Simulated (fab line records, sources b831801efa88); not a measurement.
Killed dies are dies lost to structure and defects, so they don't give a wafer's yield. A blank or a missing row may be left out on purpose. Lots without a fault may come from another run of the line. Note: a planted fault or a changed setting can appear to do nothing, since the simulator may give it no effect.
What tool caused it? + flow sfq line + 14 lots with 42 wafers sampled at 6 steps, on a route of 325 steps

== WHAT THE GAUGES SHOWED, per wafer ==
SFQ_I3_OVL_MEAS_923.
| lot  | measured     | on         | I3_OVL (nm) |
|------|--------------|------------|-------------|
| L759 | day 43 16:50 | overlay-02 | -1 -1 3     |
| L760 | day 43 22:50 | overlay-01 | 1 5 -7      |
| L764 | day 45 12:10 | overlay-02 | 7 0 4       |
| L766 | day 45 22:57 | overlay-01 | -3 0 -2     |
| L767 | day 46 00:36 | overlay-01 | 3 -4 4      |
| L768 | day 46 16:40 | overlay-02 | 5 7 3       |
| L770 | day 47 07:04 | overlay-01 | - - -       |
| L771 | day 47 15:28 | overlay-02 | - - -       |
| L773 | day 48 10:41 | overlay-01 | -4 -6 -5    |
| L774 | day 49 14:23 | overlay-01 | 3 -5 11     |
| L777 | day 50 02:23 | overlay-02 | -1 4 0      |
| L780 | day 51 19:29 | overlay-02 | -1 5 0      |
| L781 | day 52 02:41 | overlay-01 | 4 7 3       |
| L782 | day 52 11:05 | overlay-01 | -11 -2 3    |

== WHAT TOOL EACH LOT RAN ON (gives the tool, then ch and the chambers of the sampled wafers, and finally the start) ==
| lot  | SFQ_TRILAYER_I1_VIA_STRIP_STRIP_053 | SFQ_TRILAYER_I2_DEP_PECVD_063   | SFQ_TRILAYER_I2_METRO_MEASURE_065 | SFQ_TRILAYER_I2_VIA_ETCH_VIA_ETCH_070 | SFQ_TRILAYER_M3_LITHO_EXPOSE_076  |
|------|-------------------------------------|---------------------------------|-----------------------------------|---------------------------------------|-----------------------------------|
| L759 | rie metal-01 ch 0,1, day 17 18:56   | pecvd-04 ch 0,1,2, day 23 05:48 | film metro-03, day 24 00:44       | rie diel-01 ch 0,1, day 30 04:58      | krf scanner-02 ch 0, day 37 00:40 |
| L760 | rie metal-03 ch 0,1, day 17 20:08   | pecvd-04 ch 0,1,2, day 23 09:24 | film metro-03, day 24 06:44       | rie diel-01 ch 0,3, day 30 12:10      | krf scanner-02 ch 0, day 37 06:40 |
| L764 | rie metal-03 ch 0,1, day 19 03:05   | pecvd-03 ch 0,1,2, day 25 00:06 | film metro-02, day 25 14:36       | rie diel-03 ch 1,2,3, day 32 03:20    | krf scanner-02 ch 0, day 38 15:18 |
| L766 | rie metal-01 ch 0,1, day 19 18:29   | pecvd-04 ch 2, day 25 19:20     | film metro-02, day 25 23:53       | rie diel-04 ch 1,2, day 32 17:41      | krf scanner-02 ch 0, day 39 00:30 |
| L767 | rie metal-03 ch 0,1, day 19 20:53   | pecvd-02 ch 0,1,2, day 25 20:32 | film metro-03, day 26 00:09       | rie diel-03 ch 2,3, day 32 18:53      | krf scanner-02 ch 0, day 39 01:42 |
| L768 | rie metal-01 ch 1, day 20 12:29     | pecvd-02 ch 0,1,2, day 26 12:08 | film metro-04, day 26 15:32       | rie diel-04 ch 2,3, day 33 10:09      | krf scanner-01 ch 0, day 39 16:14 |
| L770 | rie metal-01 ch 0,1, day 21 11:44   | pecvd-04 ch 0,1,2, day 27 13:28 | film metro-03, day 27 16:40       | rie diel-04 ch 1,3, day 34 05:21      | krf scanner-02, day 40 05:21      |
| L771 | rie metal-01 ch 0,1, day 21 16:32   | pecvd-04 ch 0,2, day 27 18:17   | film metro-04, day 28 00:02       | rie diel-01 ch 0,3, day 34 14:57      | krf scanner-02, day 40 17:21      |
| L773 | rie metal-03 ch 0,1, day 22 11:56   | pecvd-02 ch 0,1,2, day 28 18:50 | film metro-04, day 29 00:16       | rie diel-03 ch 2,3, day 35 21:04      | krf scanner-02 ch 0, day 42 00:57 |
| L774 | rie metal-01 ch 0,1, day 23 15:47   | pecvd-02 ch 0,1,2, day 29 22:41 | film metro-03, day 30 01:53       | rie diel-01 ch 0,1,3, day 36 22:26    | krf scanner-02 ch 0, day 43 08:07 |
| L777 | rie metal-03 ch 0,1, day 24 14:35   | pecvd-02 ch 0,1, day 30 23:55   | film metro-04, day 31 03:41       | rie diel-03 ch 1,3, day 37 22:09      | krf scanner-02 ch 0, day 44 06:55 |
| L780 | rie metal-01 ch 0,1, day 25 20:56   | pecvd-03 ch 1,2, day 32 13:49   | film metro-03, day 32 21:48       | rie diel-03 ch 2,3, day 39 04:17      | krf scanner-01 ch 0, day 45 20:27 |
| L781 | rie metal-01 ch 0,1, day 26 05:32   | pecvd-02 ch 1,2, day 33 00:46   | film metro-04, day 33 07:00       | rie diel-01 ch 0,2, day 39 14:00      | krf scanner-01 ch 0, day 46 03:51 |
| L782 | rie metal-03 ch 0,1, day 26 16:13   | pecvd-04 ch 0,1,2, day 33 12:27 | film metro-04, day 33 18:56       | rie diel-03 ch 0,2,3, day 39 23:36    | krf scanner-02 ch 0, day 46 14:10 |
- SFQ_TRILAYER_I1_VIA_STRIP_STRIP_053: strips in O2.
- SFQ_TRILAYER_I2_DEP_PECVD_063: deposits SiO2 from SiH4/N2O, time 111.11 s, target thk 500 nm.
- SFQ_TRILAYER_I2_METRO_MEASURE_065
- SFQ_TRILAYER_I2_VIA_ETCH_VIA_ETCH_070: etches SiO2 in CHF3, stops on Nb, target depth 260 nm.
- SFQ_TRILAYER_M3_LITHO_EXPOSE_076: exposes mask M3, target cd 500 nm.

== WHAT THE TOOLS THEMSELVES READ (means of the sampled wafers that have a number; where no wafer has one, the mark that the record gives instead) ==
SFQ_TRILAYER_I1_VIA_STRIP_STRIP_053.
| lot  | tool         | drypump motor current A (A) | oes product au (a.u.) | platen temp c (C) |
|------|--------------|-----------------------------|-----------------------|-------------------|
| L759 | rie metal-01 | 5.48                        | 1.005                 | 40.03             |
| L760 | rie metal-03 | 5.80                        | 1.005                 | 39.97             |
| L764 | rie metal-03 | 5.78                        | 1.005                 | 40.12             |
| L766 | rie metal-01 | 5.49                        | 0.999                 | 39.99             |
| L767 | rie metal-03 | 5.85                        | 0.999                 | 39.95             |
| L768 | rie metal-01 | 5.45                        | 0.991                 | 39.96             |
| L770 | rie metal-01 | 5.46                        | 0.999                 | 40.17             |
| L771 | rie metal-01 | 5.49                        | 1.001                 | 40.06             |
| L773 | rie metal-03 | 5.83                        | 1.005                 | 39.91             |
| L774 | rie metal-01 | 5.49                        | 1.003                 | 39.92             |
| L777 | rie metal-03 | 5.78                        | 0.993                 | 39.92             |
| L780 | rie metal-01 | 5.47                        | 1.005                 | 40.06             |
| L781 | rie metal-01 | 5.46                        | 1.004                 | 40.09             |
| L782 | rie metal-03 | 5.84                        | 1.005                 | 40.05             |

SFQ_TRILAYER_I2_DEP_PECVD_063.
| lot  | tool     | chamber pressure Torr (Torr) | heater power outer w (W) | heater power w (W) | rf fwd power W (W) | showerhead vpp V (V) | throttle valve pct (%) |
|------|----------|------------------------------|--------------------------|--------------------|--------------------|----------------------|------------------------|
| L759 | pecvd-04 | 2.403                        | 25                       | 70                 | 182.2              | 857                  | 25.0                   |
| L760 | pecvd-04 | 2.393                        | 23                       | 67                 | 182.4              | 860                  | 24.9                   |
| L764 | pecvd-03 | 2.396                        | 31                       | 84                 | 182.5              | 845                  | 24.3                   |
| L766 | pecvd-04 | 2.395                        | 33                       | 86                 | 182.3              | 877                  | 22.2                   |
| L767 | pecvd-02 | 2.402                        | 35                       | 95                 | 182.0              | 806                  | 25.5                   |
| L768 | pecvd-02 | 2.400                        | 39                       | 101                | 181.3              | 803                  | 25.5                   |
| L770 | pecvd-04 | -                            | -                        | -                  | -                  | -                    | -                      |
| L771 | pecvd-04 | -                            | -                        | -                  | -                  | -                    | -                      |
| L773 | pecvd-02 | 2.396                        | 34                       | 96                 | 182.2              | 801                  | 25.3                   |
| L774 | pecvd-02 | 2.401                        | 34                       | 95                 | 182.3              | 809                  | 25.4                   |
| L777 | pecvd-02 | 2.397                        | 42                       | 106                | 182.9              | 817                  | 26.1                   |
| L780 | pecvd-03 | 2.396                        | 23                       | 75                 | 182.5              | 871                  | 24.0                   |
| L781 | pecvd-02 | 2.404                        | 46                       | 109                | 182.2              | 788                  | 26.3                   |
| L782 | pecvd-04 | 2.395                        | 25                       | 70                 | 182.4              | 858                  | 23.7                   |

SFQ_TRILAYER_I2_VIA_ETCH_VIA_ETCH_070.
| lot  | tool        | drypump motor current A (A) | oes product au (a.u.) | rf fwd power W (W) |
|------|-------------|-----------------------------|-----------------------|--------------------|
| L759 | rie diel-01 | 5.5                         | 0.854                 | 498.5              |
| L760 | rie diel-01 | 6.3                         | 0.857                 | 497.1              |
| L764 | rie diel-03 | 6.0                         | 0.856                 | 499.0              |
| L766 | rie diel-04 | 5.4                         | 0.852                 | 499.8              |
| L767 | rie diel-03 | 5.8                         | 0.853                 | 496.1              |
| L768 | rie diel-04 | 5.6                         | 0.859                 | 499.3              |
| L770 | rie diel-04 | 5.4                         | 0.376                 | 498.3              |
| L771 | rie diel-01 | 6.3                         | 0.377                 | 495.5              |
| L773 | rie diel-03 | 5.7                         | 0.852                 | 498.5              |
| L774 | rie diel-01 | 5.9                         | 0.853                 | 498.3              |
| L777 | rie diel-03 | 5.9                         | 0.854                 | 497.1              |
| L780 | rie diel-03 | 5.7                         | 0.855                 | 498.3              |
| L781 | rie diel-01 | 5.7                         | 0.856                 | 498.4              |
| L782 | rie diel-03 | 5.6                         | 0.857                 | 497.9              |

SFQ_TRILAYER_M3_LITHO_EXPOSE_076.
| lot  | tool           | exposure dose mJ cm2 | focus offset nm (nm) |
|------|----------------|----------------------|----------------------|
| L759 | krf scanner-02 | 14.417               | 0.3                  |
| L760 | krf scanner-02 | 14.405               | 0.5                  |
| L764 | krf scanner-02 | 14.419               | 0.6                  |
| L766 | krf scanner-02 | 14.382               | -0.1                 |
| L767 | krf scanner-02 | 14.403               | 0.5                  |
| L768 | krf scanner-01 | 14.415               | 0.2                  |
| L770 | krf scanner-02 | -                    | -                    |
| L771 | krf scanner-02 | -                    | -                    |
| L773 | krf scanner-02 | 14.406               | -0.3                 |
| L774 | krf scanner-02 | 14.416               | -0.4                 |
| L777 | krf scanner-02 | 14.383               | -0.7                 |
| L780 | krf scanner-01 | 14.397               | 0.0                  |
| L781 | krf scanner-01 | 14.409               | 0.2                  |
| L782 | krf scanner-02 | 14.388               | 0.6                  |

== THE ANSWER, worked out from the rows above alone ==
Rule: the usual values come from the lots themselves. The widest of any qualifying gaps counts: lots, ordered by their means at a reading, are off when they make up no more than a third of the lots, leave a main group of 4 or more, and stand apart from it by 3 or more times the standard deviation of that group's means. The tables above print the reading to a certain number of digits; a main group whose means all agree to those digits is not used. Also off: a lot with no number at a reading for which 4 or more lots have one. The other lots that the step has rows for count as sound. The gauges are gone through in route order, then the tools' own readings, and for those a lot's mean is taken as printed above. The first step at which some lot is off is used, and at that step the reading that is off furthest; a lot without a number counts as furthest.
Off: L770, L771, seen at SFQ_I3_OVL_MEAS_923 (I3_OVL). Without a number there: L770, L771. Main group: mean 1 nm, sd 2.9.
If a tool, at a process step before that reading, ran all the lots that are off and no sound lot after the first of them, it fits. Not tried: the gauges at SFQ_I3_OVL_MEAS_923; whatever is off there is also off at SFQ_TRILAYER_I2_DEP_PECVD_063, on other tools, and gauge error can't account for it. No candidate that was tried fits.

== WHAT THE SIMULATOR PUT IN ==
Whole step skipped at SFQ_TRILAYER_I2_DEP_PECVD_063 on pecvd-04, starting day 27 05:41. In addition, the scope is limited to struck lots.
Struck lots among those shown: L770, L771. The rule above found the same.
